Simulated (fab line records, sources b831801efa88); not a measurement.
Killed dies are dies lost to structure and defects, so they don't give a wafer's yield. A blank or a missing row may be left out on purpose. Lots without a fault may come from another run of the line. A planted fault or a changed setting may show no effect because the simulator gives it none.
A struck lot beside a sound one | flow sky130 | 16 steps out of a route of 708
Sound: wafers L270.1, L270.5, L270.6. Struck: wafers L276.1, L276.3, L276.4. The cause comes at the end.
At each step with rows: each side's tool, then ch and its chambers, then its first start. Under that, the readings that differ: sound wafers | struck wafers | difference of the means | sigmas: that difference in standard deviations of wafers without a fault.
alike: readings whose means differ by less than 2 such deviations, and words and numbers that are the same on both sides. not compared: withheld readings, readings that some wafer has no value for, bounds like >300 that may hide the same value, and numbers for which the record gives no deviation and whose values overlap.
The two part at a step that has a row with sigmas, a row that says differs or no value, or rows on one side only. Numbers that don't overlap but have no deviation are shown without sigmas and don't part them. A reading that every wafer of one side lacks parts them only if that side has two wafers or more.

first, 3 steps without rows for these wafers: SKY_METAL1_EXPOSE_12 (exposes mask MM1, target cd 140 nm); SKY_METAL1_PEB_13; SKY_METAL1_DEVELOP_14 (develop time 60 s).
SKY_METAL1_CD_MEAS_15: target cd 140 nm.
  sound on cd_sem-02, day 33 08:29; struck on cd_sem-02, day 35 19:56
  reading    | sound             | struck            | difference | sigmas
  cd_nm (nm) | 142.2 141.6 141.0 | 139.3 138.2 140.0 | -2.4       | -2
SKY_METAL1_OVL_MEAS_16:
  sound on overlay-02, day 33 08:37; struck on overlay-02, day 35 20:04
  alike: METAL1_OVL
SKY_METAL1_DESCUM_17: chemistry O2, time 8 s.
  sound on rie_metal-04 ch 0,1, day 33 08:39; struck on rie_metal-04 ch 0,1, day 35 20:06
  alike: drypump_motor_current_A, oes_product_au
  not compared: rf_hours_counter_h
SKY_METAL1_ETCH_18: etches BARC in N2/H2, stops on SiO2, time 45.9 s, target depth 60 nm.
  sound on rie_metal-04 ch 0,1, day 33 08:41; struck on rie_metal-04 ch 0,1, day 35 20:08
  alike: drypump_motor_current_A, oes_product_au, throttle_valve_pct
  not compared: rf_hours_counter_h
SKY_METAL1_METAL_ETCH_19: etches the open film in Cl2/BCl3, stops on SiO2, target depth 360 nm, time 78 s.
  sound on rie_metal-04 ch 0,1, day 33 08:44; struck on rie_metal-04 ch 0,1, day 35 20:11
  alike: drypump_motor_current_A, oes_product_au, throttle_valve_pct
  not compared: rf_hours_counter_h
SKY_METAL1_STRIP_20: strips in O2/N2.
  sound on plasma_asher-02 ch 0,1, day 33 08:50; struck on plasma_asher-04 ch 0,1, day 35 20:17
  alike: drypump_motor_current_A, oes_product_au, strip_time_to_endpoint_s
  not compared: rf_hours_counter_h
then, 3 steps without rows for these wafers: SKY_METAL1_STRIP_21 (strips in post etch residue remover, time 1200 s); SKY_METAL1_CLEAN_22 (cleans in IPA, time 180 s); SKY_METAL1_CLEAN_23 (cleans in O3/DIW).
SKY_VIA1_HDPCVD_00: deposits SiO2, target thk 1030 nm, time 171.7 s.
  sound on hdpcvd-02 ch 0,1,2, day 33 09:26; struck on hdpcvd-02 ch 0,2, day 35 20:53
  reading                                  | sound          | struck            | difference | sigmas
  model.SiO2_of_VIA1_HDPCVD_00.thk_nm (nm) | 1006 1024 1023 | 343.6 357.7 344.2 | -669.2     |
SKY_VIA1_THK_MEAS_01:
  sound on film_metro-01, day 33 09:32; struck on film_metro-01, day 35 21:00
  reading              | sound          | struck      | difference | sigmas
  VIA1_HDPCVD_THK (nm) | 1006 1025 1024 | 343 358 345 | -670       | -61
SKY_VIA1_CMP_02: polishes SiO2.
  sound on cmp-01 ch 0,3, day 33 09:39; struck on cmp-01 ch 0,1,2, day 35 21:04
  alike: motor_current_A
-- the record jumps here: 13 days lie between the struck wafers' starts before and after (it left off in module VIA1 and takes up again in module PAD_OPEN, whose first step shown is number 708 of the route) --
SKY_PAD_OPEN_PROBE_99:
  sound on prober-01, day 46 09:55; struck on prober-02, day 48 10:00
  reading                               | sound                | struck               | difference | sigmas
  model.etest.met2_comb.leak_log10_a_um | -11.91 -12.07 -11.95 | -7.014 -6.908 -7.153 | +4.952     |

WHERE THEY PART
First at SKY_METAL1_CD_MEAS_15; last, within this record, at SKY_VIA1_THK_MEAS_01. Later steps at which nothing parts them and some readings are alike: SKY_VIA1_CMP_02.

WHY: what the simulator had put in
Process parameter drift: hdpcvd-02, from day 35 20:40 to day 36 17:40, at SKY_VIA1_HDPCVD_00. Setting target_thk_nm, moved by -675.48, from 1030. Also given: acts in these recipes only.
